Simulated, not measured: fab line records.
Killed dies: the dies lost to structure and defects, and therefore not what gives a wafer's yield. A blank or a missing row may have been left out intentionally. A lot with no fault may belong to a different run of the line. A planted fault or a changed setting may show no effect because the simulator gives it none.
2 desks, one fault ; flow gf180mcu ; every desk sees just its own numbers, and what lay behind them comes last

## DESK OF THE TOOL OWNER: wet-bench-04
The tool's own readings at GF_HV_LDD_CLEAN_51 (cleans in SC1/SC2, time 150 s): means of the sampled wafers that have a number, for each lot that ran on this tool. If a lot's mean is further than 4 standard deviations from the usual mean, the lot is out of limits and carries the mark OUT (the distance appears in the brackets).
Columns: A = run-length-s at GF_HV_LDD_CLEAN_51, usual 179 s; B = temp-c at GF_HV_LDD_CLEAN_51, usual 70.01 C
lot;first seen here;A;B
L680;day 13 12:44;183;70.10
L682;day 13 23:51;176;70.05
L683;day 14 09:32;183;69.99
L687;day 15 17:56;176;70.04
L692;day 17 04:22;175;69.77
L696;day 18 13:23;160 (-4.8) OUT;69.81
This desk's verdict: out of limits on L696, starting with L696 at day 18 13:23 (run-length-s at GF_HV_LDD_CLEAN_51). L680, L682, L683, L687, L692 stayed within limits.

## AT THE METROLOGY DESK
What the gauges read, lot by lot, whatever tool the lot ran on: means of the sampled wafers that have a number. If a lot's mean is further than 4 standard deviations from the usual mean, the lot is out of limits and carries the mark OUT (the distance appears in the brackets).
Columns: A = STI_CVD_03_THK at GF_STI_THK_MEAS_04, usual 207.6 nm; B = SALICIDE_TIN_THK at GF_SALICIDE_THK_MEAS_05, usual 19.77 nm
lot;first seen here;A;B
L677;day 1 15:43;209.1;19.87
L679;day 2 01:11;209.6;19.56
L680;day 2 05:34;208.0;19.84
L682;day 2 14:34;207.1;19.51
L683;day 2 20:38;205.8;19.65
L685;day 3 05:43;206.4;19.94
L687;day 3 15:51;207.1;20.01
L691;day 4 13:07;207.6;19.79
L692;day 4 16:49;206.7;19.90
L696;day 5 12:34;208.6;19.67
L698;day 5 22:34;206.8;19.93
L699;day 6 03:35;208.9;19.59
L700;day 6 09:20;209.6;19.87
Result from this desk: across the 13 lots, nothing is out of limits.

## ALL TOGETHER
The tool owner's desk could have raised an alarm at day 18 13:23, on L696.
The metrology desk saw nothing out of limits.
The metrology desk holds a record of L696, inside its limits.
On wet-bench-04, each named lot ran GF_HV_LDD_CLEAN_51.

## WHAT HAD BEEN PUT IN BY THE SIMULATOR
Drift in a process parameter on wet-bench-04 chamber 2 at GF_HV_LDD_CLEAN_51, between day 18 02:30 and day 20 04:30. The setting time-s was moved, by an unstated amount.
Struck lots among those shown: L696.
How many hours passed from the start of the fault until each desk's first out-of-limits reading: the tool owner's desk, 11.
